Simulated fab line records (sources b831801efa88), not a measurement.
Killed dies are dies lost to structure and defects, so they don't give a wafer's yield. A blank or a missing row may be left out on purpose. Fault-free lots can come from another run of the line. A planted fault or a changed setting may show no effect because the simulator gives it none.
Split-lot trial | flow sky130 | route with 708 steps; 5 lots, 23 wafers read

== THE SPLIT ==
At SKY_SONOS_TUNNEL_COAT_02 (resist thk 1140 nm), the setting spin_rpm was moved away from the recipe's 3000 rpm on 9 of the 23 wafers read, by -2.1% to +6.5%. The other wafers ran this setting at the recipe's value.

The reading is taken at the split's own step.

== THE READING ==
NOVOLAK_of_SONOS_TUNNEL_COAT_02.thk_nm (the simulator's own value, which no gauge read), in nm, at SKY_SONOS_TUNNEL_COAT_02 (resist thk 1140 nm). The file does not state a usual value for it. Across the 14 wafers here that went through the recipe, the average is 1137 nm and the standard deviation 2.4 nm.

wafer  | tool, chamber at the split | spin_rpm as run, rpm | against the recipe | NOVOLAK_of_SONOS_TUNNEL_COAT_02.thk_nm, nm | against lot-mates on the recipe
L074.2 | litho_track-04, 0          | 3000                 | recipe             | 1135                                       | -
L074.3 | litho_track-04, 0          | 3000                 | recipe             | 1136                                       | -
L074.4 | litho_track-04, 0          | 3000                 | recipe             | 1137                                       | -
L075.1 | litho_track-01, 0          | 3000                 | recipe             | 1138                                       | -
L075.2 | litho_track-01, 0          | 3195                 | +6.5%              | 1104                                       | -35
L075.3 | litho_track-01, 0          | 3000                 | recipe             | 1140                                       | -
L075.5 | litho_track-01, 0          | 3195                 | +6.5%              | 1101                                       | -38
L075.6 | litho_track-01, 0          | 3195                 | +6.5%              | 1105                                       | -34
L080.1 | litho_track-01, 0          | 3186                 | +6.2%              | 1103                                       | -38
L080.2 | litho_track-01, 0          | 3000                 | recipe             | 1141                                       | -
L080.3 | litho_track-01, 0          | 3000                 | recipe             | 1141                                       | -
L080.4 | litho_track-01, 0          | 3186                 | +6.2%              | 1110                                       | -31
L080.5 | litho_track-01, 0          | 3186                 | +6.2%              | 1109                                       | -32
L083.1 | litho_track-04, 0          | 3000                 | recipe             | 1135                                       | -
L083.2 | litho_track-04, 0          | 3000                 | recipe             | 1136                                       | -
L083.3 | litho_track-04, 0          | 2937                 | -2.1%              | 1149                                       | +14
L083.6 | litho_track-04, 0          | 2937                 | -2.1%              | 1149                                       | +14
L083.5 | litho_track-04, 0          | 2937                 | -2.1%              | 1153                                       | +18
L085.1 | litho_track-04, 0          | 3000                 | recipe             | 1137                                       | -
L085.2 | litho_track-04, 0          | 3000                 | recipe             | 1135                                       | -
L085.3 | litho_track-04, 0          | 3000                 | recipe             | 1135                                       | -
L085.6 | litho_track-04, 0          | 3000                 | recipe             | 1135                                       | -
L085.4 | litho_track-04, 0          | 3000                 | recipe             | 1141                                       | -

FIT RESULTS
A straight line over all 23 wafers: NOVOLAK_of_SONOS_TUNNEL_COAT_02.thk_nm changes by -5.16 nm for each +1% of spin_rpm; r = -0.99; the points scatter about the line by 2.7 nm.
The same after taking each lot's own level away (the mean of its wafers on the recipe; 23 wafers): -5.63 nm for each +1%; r = -0.99; scatter 2.2 nm.
On that fit, the largest move of spin_rpm shifts the reading by 37 nm.
From 1135.5 to 1141.0 nm: that is the span of the lots' own levels, equal to 2.3 times the standard deviation above.
The two slopes are in agreement: the lot-to-lot level therefore moves the slope only a little.
Check: -36.1 nm against its lot-mates is what the line predicts for one of the wafers moved furthest among these (+6.5%) when that wafer is left out of the fit. It came out at -35 nm against them.

== THESE WAFERS: OTHER SPLITS ==
Other splits were also applied to these wafers ahead of the reading. Each is held against what the fit with the lots' levels taken away leaves over:
other split on the same wafers           | wafers away from the commonest value | r with NOVOLAK_of_SONOS_TUNNEL_COAT_02.thk_nm (lot level and that fit taken away)
SKY_DNWELL_COAT_02 resist_thk_nm         | 8                                    | -0.12
SKY_NWELL_IMPLANT_24 energy_kev          | 8                                    | -0.02
SKY_VT_ADJUST_HVTP_COAT_02 resist_thk_nm | 5                                    | +0.04
SKY_VT_ADJUST_HVTP_IMPLANT_09 dose_cm2   | 11                                   | +0.19
SKY_VT_ADJUST_LVTN_IMPLANT_08 energy_kev | 7                                    | -0.24
SKY_VT_ADJUST_LVTN_COAT_13 resist_thk_nm | 6                                    | +0.08
SKY_VT_ADJUST_LVTN_STRIP_20 o2_flow_sccm | 2                                    | -0.39
SKY_VT_ADJUST_HVTR_IMPLANT_09 dose_cm2   | 8                                    | +0.32
SKY_VT_ADJUST_PCH_COAT_02 spin_rpm       | 6                                    | -0.13

== THE FILE'S OWN FIT ==
NOVOLAK_of_SONOS_TUNNEL_COAT_02.thk_nm changes by -5.54 nm for each +1% of spin_rpm, r = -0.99.
